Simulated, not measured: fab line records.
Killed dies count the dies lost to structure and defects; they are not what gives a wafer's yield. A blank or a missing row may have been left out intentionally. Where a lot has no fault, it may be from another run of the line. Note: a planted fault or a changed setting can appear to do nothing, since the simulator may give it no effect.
Chamber matching || flow sfqLine || 4 sister chambers for SFQ_TRILAYER_I2_VIA_ETCH_VIA_ETCH_070 on rieDiel-04
The step etches SiO2 in CHF3, stops on Nb, target depth 260 nm. 8 wafers are shown with their chamber, then 8 later ones without.

## EACH WAFER AND ITS CHAMBER
{"wafer": "L957.5", "chamber": 2, "biasW (W)": 79.55, "oesProductAu (a.u.)": 0.853}
{"wafer": "L957.6", "chamber": 3, "biasW (W)": 79.54, "oesProductAu (a.u.)": 0.843}
{"wafer": "L961.1", "chamber": 3, "biasW (W)": 79.99, "oesProductAu (a.u.)": 0.854}
{"wafer": "L961.6", "chamber": 0, "biasW (W)": 79.99, "oesProductAu (a.u.)": 0.866}
{"wafer": "L963.4", "chamber": 2, "biasW (W)": 79.66, "oesProductAu (a.u.)": 0.860}
{"wafer": "L963.5", "chamber": 0, "biasW (W)": 79.60, "oesProductAu (a.u.)": 0.854}
{"wafer": "L963.6", "chamber": 1, "biasW (W)": 79.82, "oesProductAu (a.u.)": 0.860}
{"wafer": "L967.1", "chamber": 1, "biasW (W)": 80.09, "oesProductAu (a.u.)": 0.855}

## WAFERS MISSING THEIR CHAMBER
{"wafer": "L967.2", "biasW (W)": 79.88, "oesProductAu (a.u.)": 0.856}
{"wafer": "L967.6", "biasW (W)": 79.75, "oesProductAu (a.u.)": 0.843}
{"wafer": "L968.1", "biasW (W)": 80.16, "oesProductAu (a.u.)": 0.850}
{"wafer": "L968.3", "biasW (W)": 79.93, "oesProductAu (a.u.)": 0.850}
{"wafer": "L968.6", "biasW (W)": 79.74, "oesProductAu (a.u.)": 0.850}
{"wafer": "L971.4", "biasW (W)": 80.51, "oesProductAu (a.u.)": 0.850}
{"wafer": "L971.5", "biasW (W)": 80.23, "oesProductAu (a.u.)": 0.857}
{"wafer": "L971.6", "biasW (W)": 79.97, "oesProductAu (a.u.)": 0.852}

## WHICH CHAMBER EACH WENT THROUGH
{"wafer": "L967.2", "from the rows above": "can't be placed: 1 or 0 or 2 or 3", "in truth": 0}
{"wafer": "L967.6", "from the rows above": "can't be placed: 3 or 2 or 1 or 0", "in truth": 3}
{"wafer": "L968.1", "from the rows above": "can't be placed: 1 or 3 or 0 or 2", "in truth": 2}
{"wafer": "L968.3", "from the rows above": "can't be placed: 3 or 1 or 0 or 2", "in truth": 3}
{"wafer": "L968.6", "from the rows above": "can't be placed: 3 or 2 or 1 or 0", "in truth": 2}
{"wafer": "L971.4", "from the rows above": "can't be placed: 1 or 3 or 0 or 2", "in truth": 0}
{"wafer": "L971.5", "from the rows above": "can't be placed: 1 or 0 or 3 or 2", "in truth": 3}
{"wafer": "L971.6", "from the rows above": "can't be placed: 1 or 3 or 0 or 2", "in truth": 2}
Correctly placed: 0 of 8. Not placeable from these rows: 8 (in 8, the candidates include the true chamber). Number placed wrongly: 0.
How it was worked out, from the rows above alone: a wafer's distance from a chamber is the root of the sum, over the readings, of the square of ((its reading less the chamber's mean) divided by the reading's scatter). If the next closest chamber is less than 2 further off than the closest, the wafer can't be placed; otherwise it belongs to the closest. A chamber's mean is the mean of its shown wafers. How the scatter is found: for the shown wafers, subtract from each reading the mean of its chamber, square and add these, divide the total by (wafers less chambers), then take the root.
